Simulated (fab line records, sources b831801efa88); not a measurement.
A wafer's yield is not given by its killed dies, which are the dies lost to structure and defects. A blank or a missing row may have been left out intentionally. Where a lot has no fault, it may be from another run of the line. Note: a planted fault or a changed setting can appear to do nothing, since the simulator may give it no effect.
fab line records | flow sky130
record: lots: 6 wafers: 18 last_day: 50
route steps=708 shown METAL5@662
lots untouched by any fault: they come from a run of this same line in which no faults occurred
start_h: start of the lot's first displayed wafer, in hours after the record's first day | wait_h: hours elapsed since this lot's preceding step | " unchanged from the row above | L1.1+2: several wafers, shown together as one row | - no value present, or no start provided | * or withheld: withheld | < > ~ a bound
route shown NAME@n: NAME is a module with steps in the file, n the number in the route of the first one | usual: average and standard deviation across the fault-free wafers | same: alike in all rows | chamber/n: place in a boat | sites: per-site readings | _std_site: standard deviation across them | _edge_site: the outer-site mean with the inner-site mean subtracted | radius_mm: for every site, how far away it sits from the centre of the wafer | mask NAME#n: copy n | behind: the most recent tool/chamber to have shaped the wafer | hold: why the lot was held/for how many hours/how that ended | device: the transistor (n, p or np) that didn't switch | end of line: the route-end tests of the same wafers | a step with no rows: only its recipe | killed: dies that structure and defects cost at the first sort, which is not the same as the wafer's yield | map: shows each die of a wafer: x if killed, . if not, _ if none is there
set.NAME: the setting that was run; set.NAME@STEP: the one run at that earlier step | model.NAME: the simulator's own value behind a step, which no gauge read
certain route steps with their lots: each step a table, each wafer a row
services: a tool's chamber out of use, with start hour (start_h, from the record's first day; less than 0 if before it), hours out, and reason
== steps ==
step: SKY_METAL5_SPUTTER_01
recipe: material: TiN target_thk_nm: 20 power_w: 6500 time_s: 16.7 chamber_pressure_pa: 0.4
usual: throttle_valve_pct: 30.0/1.1
columns lot.wafer tool chamber start_h wait_h throttle_valve_pct
L681.4 pvd_sputter-01 - 1006.79 0.0 30.9
L681.5 " - " " 30.5
L681.6 " - " " 29.4
L690.2 pvd_sputter-02 - 1071.19 0.0 29.0
L690.3 " - " " 31.0
L690.6 " - " " 31.3
L691.2 pvd_sputter-01 - 1079.39 0.0 29.5
L691.3 " - " " 29.9
L691.5 " - " " 29.9
L699.3 pvd_sputter-01 - 1124.59 0.0 30.9
L699.5 " - " " 31.0
L699.6 " - " " 32.1
L700.1 pvd_sputter-03 - 1125.00 0.0 28.4
L700.4 " - " " 29.4
L700.6 " - " " 28.5
L703.1 pvd_sputter-03 - 1138.67 0.0 29.4
L703.2 " - " " 29.8
L703.6 " - " " 30.0
step: SKY_METAL5_SPUTTER_02
recipe: material: AlCu target_thk_nm: 1150 power_w: 10600 time_s: 61.2 chamber_pressure_pa: 0.4
usual: throttle_valve_pct: 30.0/1.1
columns lot.wafer tool chamber start_h wait_h throttle_valve_pct
L681.4 pvd_sputter-01 - 1006.82 0.0 30.7
L681.5 " - " " 31.0
L681.6 " - " " 29.4
L690.2 pvd_sputter-02 - 1071.22 0.0 28.8
L690.3 " - " " 31.0
L690.6 " - " " 30.9
L691.2 pvd_sputter-01 - 1079.42 0.0 29.5
L691.3 " - " " 30.2
L691.5 " - " " 29.9
L699.3 pvd_sputter-01 - 1124.61 0.0 30.8
L699.5 " - " " 30.9
L699.6 " - " " 32.2
L700.1 pvd_sputter-03 - 1125.03 0.0 28.6
L700.4 " - " " 29.2
L700.6 " - " " 28.5
L703.1 pvd_sputter-03 - 1138.70 0.0 29.2
L703.2 " - " " 29.9
L703.6 " - " " 29.9
step: SKY_METAL5_SPUTTER_03
recipe: material: Ti target_thk_nm: 5 power_w: 3000 time_s: 3.3 chamber_pressure_pa: 0.4
usual: throttle_valve_pct: 30.0/1.1
columns lot.wafer tool chamber start_h wait_h throttle_valve_pct
L681.4 pvd_sputter-01 - 1006.87 0.0 30.9
L681.5 " - " " 30.6
L681.6 " - " " 29.3
L690.2 pvd_sputter-02 - 1071.27 0.0 28.8
L690.3 " - " " 31.0
L690.6 " - " " 31.2
L691.2 pvd_sputter-01 - 1079.47 0.0 29.0
L691.3 " - " " 30.0
L691.5 " - " " 29.9
L699.3 pvd_sputter-01 - 1124.66 0.0 30.6
L699.5 " - " " 30.7
L699.6 " - " " 32.2
L700.1 pvd_sputter-03 - 1125.08 0.0 28.5
L700.4 " - " " 29.5
L700.6 " - " " 28.5
L703.1 pvd_sputter-03 - 1138.75 0.0 29.4
L703.2 " - " " 29.9
L703.6 " - " " 29.8
step: SKY_METAL5_SPUTTER_04
recipe: material: TiN target_thk_nm: 70 power_w: 6500 time_s: 58.3 chamber_pressure_pa: 0.4
usual: throttle_valve_pct: 30.0/1.1
columns lot.wafer tool chamber start_h wait_h throttle_valve_pct
L681.4 pvd_sputter-01 - 1006.89 0.0 31.0
L681.5 " - " " 30.5
L681.6 " - " " 29.5
L690.2 pvd_sputter-02 - 1071.29 0.0 28.8
L690.3 " - " " 30.9
L690.6 " - " " 31.0
L691.2 pvd_sputter-01 - 1079.49 0.0 29.4
L691.3 " - " " 29.8
L691.5 " - " " 30.0
L699.3 pvd_sputter-01 - 1124.68 0.0 30.6
L699.5 " - " " 30.7
L699.6 " - " " 32.1
L700.1 pvd_sputter-03 - 1125.10 0.0 28.3
L700.4 " - " " 29.7
L700.6 " - " " 28.7
L703.1 pvd_sputter-03 - 1138.77 0.0 29.2
L703.2 " - " " 30.1
L703.6 " - " " 29.9
step: SKY_METAL5_RS_MEAS_05
recipe: thk_meas_gauge: four-point-probe reads: TiN_of_METAL5_SPUTTER_04+Ti_of_METAL5_SPUTTER_03+AlCu_of_METAL5_SPUTTER_02+TiN_of_METAL5_SPUTTER_01+Ti_of_METAL5_SPUTTER_00
usual: METAL5_ALCU_RS: 0.02701/0.00028
columns lot.wafer tool chamber start_h wait_h METAL5_ALCU_RS[ohm/sq]
L681.4 film_metro-01 - 1007.00 0.1 0.02732
L681.5 " - " " 0.0273
L681.6 " - " " 0.02701
L690.2 film_metro-03 - 1071.36 0.0 0.0276
L690.3 " - " " 0.02776
L690.6 " - " " 0.02767
L691.2 film_metro-01 - 1079.56 0.0 0.02692
L691.3 " - " " 0.02695
L691.5 " - " " 0.02704
L699.3 film_metro-02 - 1124.77 0.1 0.02706
L699.5 " - " " 0.02687
L699.6 " - " " 0.02706
L700.1 film_metro-03 - 1125.15 0.0 0.02636
L700.4 " - " " 0.02715
L700.6 " - " " 0.02648
L703.1 film_metro-03 - 1138.82 0.0 0.02719
L703.2 " - " " 0.02682
L703.6 " - " " 0.02674
step: SKY_METAL5_THK_MEAS_06
recipe: thk_meas_gauge: xrf reads: AlCu_of_METAL5_SPUTTER_02
usual: METAL5_ALCU_THK: 1149/14
columns lot.wafer tool chamber start_h wait_h METAL5_ALCU_THK[nm]
L681.4 film_metro-01 - 1007.09 0.1 1140
L681.5 " - " " 1145
L681.6 " - " " 1149
L690.2 film_metro-03 - 1071.47 0.1 1122
L690.3 " - " " 1108
L690.6 " - " " 1111
L691.2 film_metro-01 - 1079.67 0.1 1154
L691.3 " - " " 1152
L691.5 " - " " 1147
L699.3 film_metro-02 - 1124.87 0.1 1147
L699.5 " - " " 1156
L699.6 " - " " 1151
L700.1 film_metro-03 - 1125.27 0.1 1175
L700.4 " - " " 1138
L700.6 " - " " 1166
L703.1 film_metro-03 - 1138.94 0.1 1140
L703.2 " - " " 1146
L703.6 " - " " 1158
step: SKY_METAL5_DEHYDRATE_07
recipe: temp_c: 200 time_s: 60
step: SKY_METAL5_HMDS_08
recipe: prime_time_s: 60 prime_temp_c: 120
step: SKY_METAL5_COAT_09
recipe: resist: NOVOLAK spin_rpm: 3000 resist_thk_nm: 1800
step: SKY_METAL5_SOFTBAKE_10
recipe: temp_c: 90 time_s: 60 resist: NOVOLAK
step: SKY_METAL5_EXPOSE_11
recipe: mask_id: MM5 na: 0.6 source_shape: conventional sigma_outer: 0.6 polarization: unpolarized target_cd_nm: 1600 dose_mj: 187.7
step: SKY_METAL5_PEB_12
recipe: temp_c: withheld time_s: * resist: NOVOLAK
step: SKY_METAL5_DEVELOP_13
recipe: resist: NOVOLAK developer: TMAH develop_time_s: 60 dev_temp_c: 23
usual: chill_plate_temp_C: 23.01/0.11 develop_time_s: 60/0
columns lot.wafer tool chamber start_h wait_h chill_plate_temp_C develop_time_s
L681.4 litho_track-01 0 1029.45 0.1 22.99 60
L681.5 " 0 " " 22.93 60
L681.6 " 0 " " 22.87 60
L690.2 litho_track-01 - 1091.15 0.1 - -
L690.3 " - " " - -
L690.6 " - " " - -
L691.2 litho_track-03 - 1100.48 0.1 - -
L691.3 " - " " - -
L691.5 " - " " - -
L699.3 litho_track-01 0 1143.47 0.1 22.97 60
L699.5 " 0 " " 23.02 60
L699.6 " 0 " " 22.94 60
L700.1 litho_track-01 0 1143.72 0.1 23.06 60
L700.4 " 0 " " 23.15 60
L700.6 " 0 " " 23.13 60
L703.1 litho_track-03 0 1156.76 0.1 22.82 60
L703.2 " 0 " " 22.93 60
L703.6 " 0 " " 22.87 60
step: SKY_METAL5_DESCUM_14
recipe: chemistry: O2 source_power_w: 150 bias_power_w: 0 pressure_mtorr: 10 temp_c: 40 time_s: 11
usual: drypump_motor_current_A: 5.5/0.41 he_backside_leak_sccm: 3.36/0.18 oes_product_au: 0.997/0.01 rf_fwd_power_W: 147.6/0.69
same: bias_power_w: 0
columns lot.wafer tool chamber start_h wait_h drypump_motor_current_A he_backside_leak_sccm oes_product_au rf_fwd_power_W rf_hours_counter_h
L681.4 rie_metal-03 1 1029.53 0.1 6.0 3.25 0.985 149.1 -
L681.5 " 1 " " 6.0 3.36 0.993 148.3 -
L681.6 " 0 " " 5.2 3.46 0.987 147.7 -
L690.2 rie_metal-03 1 1091.27 0.1 6.0 3.42 1.002 147.2 10
L690.3 " 0 " " 5.2 3.63 0.988 148.6 -
L690.6 " 0 " " 5.2 3.47 0.982 147.9 -
L691.2 rie_metal-03 1 1100.61 0.1 6.0 3.14 1.007 148.3 11
L691.3 " 0 " " 5.2 3.08 0.984 148.6 -
L691.5 " 1 " " 6.0 3.24 1.005 147.8 -
L699.3 rie_metal-03 1 1143.58 0.1 6.0 3.39 0.991 147.4 -
L699.5 " 0 " " 5.1 3.26 0.979 148.2 -
L699.6 " 1 " " 6.0 3.45 0.996 147.4 -
L700.1 rie_metal-01 0 1143.87 0.1 5.3 3.84 1.006 147.2 23
L700.4 " 1 " " 5.3 3.07 1.003 146.7 -
L700.6 " 1 " " 5.3 3.06 1.005 147.8 -
L703.1 rie_metal-03 0 1156.91 0.1 5.1 3.44 0.987 148.0 29
L703.2 " 1 " " 6.0 3.21 0.991 147.6 16
L703.6 " 1 " " 6.0 3.21 0.989 147.8 -
== services ==
columns tool chamber start_h hours kind
rie_metal-03 1 984.74 4.0 repair
pvd_sputter-03 - 1016.37 3.0 repair
rie_metal-01 0 1033.46 1.9 repair
rie_metal-01 0 1042.65 16.9 repair
rie_metal-01 1 1048.55 8.3 repair
rie_metal-03 - 1067.22 0.6 repair
pvd_sputter-02 - 1067.27 2.5 repair
rie_metal-01 - 1068.86 2.8 pm
pvd_sputter-03 - 1107.75 6.8 repair
pvd_sputter-03 - 1130.27 2.9 repair
pvd_sputter-02 - 1138.40 3.4 repair
pvd_sputter-03 - 1141.30 1.4 repair
== key ==
first_sign: step: SKY_METAL5_DEVELOP_13 reading: tool_record direction: missing
effect none on later readings
met_at SKY_METAL5_DEVELOP_13
struck_wafers L690.2,L690.3,L690.6,L691.2,L691.3,L691.5
later_rows_left_out L690.2,L690.3,L690.6,L691.2,L691.3,L691.5
sort_left_out L690.2,L690.3,L690.6,L691.2,L691.3,L691.5
onset_between 1029.45 1091.15
fault: kind: skipped_step_whole tool: litho_track-01,litho_track-03 chamber: - onset_h: 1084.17 steps: SKY_METAL5_DEVELOP_13 scope: struck_lots_only
sort_left_out: the simulated sort isn't trusted on such a fault, so these wafers' sort isn't shown, and their yield isn't known
later_rows_left_out: the simulator's readings of these wafers behind a module that went badly wrong aren't trusted and aren't shown, but for the sort
